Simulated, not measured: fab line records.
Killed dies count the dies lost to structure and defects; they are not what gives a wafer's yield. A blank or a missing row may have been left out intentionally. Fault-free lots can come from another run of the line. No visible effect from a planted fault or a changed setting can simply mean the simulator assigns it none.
Code-filled problem report in 8D (eight disciplines) form	flow sfq line	the parts of the form that need people (team, actions taken, sign-off) are left out

## 1. PROBLEM STATEMENT
Across 5 wafers from 2 lots, M4_NB_RS at SFQ_M4_RS_MEAS_924 averages 0.992 ohm/sq, while fault-free wafers read 0.893 ohm/sq with a standard deviation of 0.011. That is +9.0 standard deviations from the usual mean.
The step: measures by four-point-probe.
First seen on wafer L367.3, day 34 14:50, on film metro-04. The record holds 41 wafers of 14 lots with a number at this step. The rule behind "out" and "out of limits": a value lying over 4 standard deviations away from the usual mean. Any other wafer with a number is counted as sound.

## 2. WHAT THIS IS AND IS NOT
question	is	is not
which readings at this step	M4_NB_RS	-
which lots	L367, L368	L357, L359, L361, L362, L363, L364, L374, L376, L377, L378, L379, L380
which wafers of those lots	all that have a number	-
read on which gauges	film metro-03, film metro-04	film metro-01
when	from day 34 14:50	up to then (18 sound wafers); but 18 sound wafers of L374, L376, L377, L378, L379, L380 came after

## 3. WHAT RULES OUT EACH SUSPECT
Counting: any tool at a process step up to the reading is kept as a suspect provided that every lot that is out went through it and no sound lot did after the first of them.
- ruled out: the gauge at SFQ_M4_RS_MEAS_924. Those wafers that are out were read across 2 gauges (film metro-03, film metro-04).
- pecvd-02 at SFQ_TRILAYER_I3_DEP_PECVD_081 (deposits SiO2 from SiH4/N2O, time 111.11 s, target thk 500 nm): ruled out as a lasting fault. After its first lot that is out, L367 (day 31 05:35), sound lots L376, L377, L379 ran on it.
- pvd sputter-05 at SFQ_TRILAYER_M4_DEP_SPUTTER_091 (material Nb, target thk 200 nm, time 133.3 s): ruled out as a lasting fault. After its first lot that is out, L367 (day 34 14:43), sound lots L378, L380 ran on it.
Left after counting: nothing in the record.

## 4. THE CAUSE (what the simulator had put in)
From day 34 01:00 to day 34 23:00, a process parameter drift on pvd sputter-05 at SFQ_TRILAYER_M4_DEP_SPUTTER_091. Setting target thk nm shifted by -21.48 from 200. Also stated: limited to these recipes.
It was ruled out by counting, in error; the rule expects a fault to strike all lots run on its tool from its start on, and this fault did not.

## 5. SEQUENCE OF EFFECTS, ordered by route
Each row: a reading where the mean over the struck wafers with a number is more than 3 standard deviations away from the usual. Only readings whose record carries a usual standard deviation are examined. hours: median over the lots of the time between each lot's start at the first step of this table that gives one and its start at this step. sigmas: the change, counted in usual standard deviations.
hours	step	reading	usual	on struck wafers	change	sigmas
0	SFQ_M4_RS_MEAS_924	M4_NB_RS	0.893 ohm/sq	0.992	+0.099	+9.0
41	SFQ_TRILAYER_M4_ETCH_METAL_ETCH_096	oes product au	0.892 a.u.	0.843	-0.049	-6.1
The process steps in it:
- SFQ_TRILAYER_M4_ETCH_METAL_ETCH_096: etches Nb in Cl2/Ar, stops on SiO2, target depth 240 nm, time 120 s.

## 6. HOW IT WOULD HAVE BEEN CAUGHT EARLIER
The first out-of-limits reading at a measuring or inspecting step in this record came at day 34 14:50, 14 hours after the fault's start at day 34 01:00.
Tool readings at SFQ_TRILAYER_M4_DEP_SPUTTER_091 with a usual standard deviation given in the record: none out on any struck wafer, hence no alarm at a limit of 4 standard deviations on them.
